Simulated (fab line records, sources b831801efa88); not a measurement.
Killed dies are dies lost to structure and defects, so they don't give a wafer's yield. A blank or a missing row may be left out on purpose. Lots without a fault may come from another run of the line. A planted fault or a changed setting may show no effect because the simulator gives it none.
Problem report in the 8D (eight disciplines) form, filled by code | flow sky130 | the parts of the form that need people (team, actions taken, sign-off) are left out

1. THE PROBLEM
strip_time_to_endpoint_s at SKY_CONTACT_STRIP_19 reads a mean of 3.786 s on 6 wafers of 2 lots; wafers without a fault read 3.614 s with a standard deviation of 0.025. That is +6.9 standard deviations from the usual mean.
The step: strips in O2/N2.
First seen on wafer L754.1, day 37 04:56, on plasma_asher-03. The record holds 42 wafers of 14 lots with a number at this step. Rule for "out", or "out of limits": more than 4 standard deviations from the usual mean. The other wafers with a number count as sound.

2. WHAT IT IS AND WHAT IT IS NOT
question                    | is                               | is not
which readings at this step | strip_time_to_endpoint_s         | drypump_motor_current_A
which lots                  | L753, L754                       | L739, L741, L742, L743, L744, L745, L749, L752, L756, L757, L758, L760
which wafers of those lots  | all that have a number           | -
read on which tools         | plasma_asher-01, plasma_asher-03 | plasma_asher-02
when                        | from day 37 04:56                | up to then (21 sound wafers); but 15 sound wafers of L752, L756, L757, L758, L760 came after

3. SUSPECTS, AND WHAT RULES EACH OUT
Counting: a tool at a process step up to the reading stays a suspect if it ran every lot that is out and no sound lot after the first of them.
- rie_diel-04 at SKY_CONTACT_ETCH_18 (etches Si3N4 in CHF3/O2, stops on TiN, time 39 s, target depth 75 nm): kept. It ran every lot that is out, first L754 (day 37 04:00), and no sound lot after that; its last sound lot up to then is L744 (day 33 11:00).
Left after counting: rie_diel-04 at SKY_CONTACT_ETCH_18.

4. THE CAUSE (what the simulator had put in)
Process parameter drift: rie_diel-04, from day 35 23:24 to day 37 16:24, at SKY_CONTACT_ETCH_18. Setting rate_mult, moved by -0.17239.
Counting left only this tool.

5. THE CHAIN OF EFFECTS, in route order
Each row: a reading whose mean over the struck wafers that have a number lies more than 3 standard deviations from the usual. Only readings for which the record gives a usual standard deviation are gone through. hours: the time from each lot's start at the first step in this table that gives one to its start at this step, as a median over the lots. sigmas: the change in usual standard deviations.
hours | step                 | reading                  | usual   | on struck wafers | change | sigmas
0     | SKY_CONTACT_STRIP_19 | strip_time_to_endpoint_s | 3.614 s | 3.786            | +0.172 | +6.9
The process steps in it:
- SKY_CONTACT_STRIP_19: strips in O2/N2.

6. WHAT WOULD HAVE CAUGHT IT SOONER
In this record the first reading out of limits was taken at day 37 04:56, 30 hours after the fault began at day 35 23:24.
Of the tool readings at SKY_CONTACT_ETCH_18 for which the record gives a usual standard deviation, none was out on any struck wafer, so an alarm limit of 4 standard deviations on them would not have fired.
Of the lots that are out (2), L753 began SKY_CONTACT_ETCH_18 on rie_diel-04 after day 37 04:56. A hold on the tool at that time would have spared it.
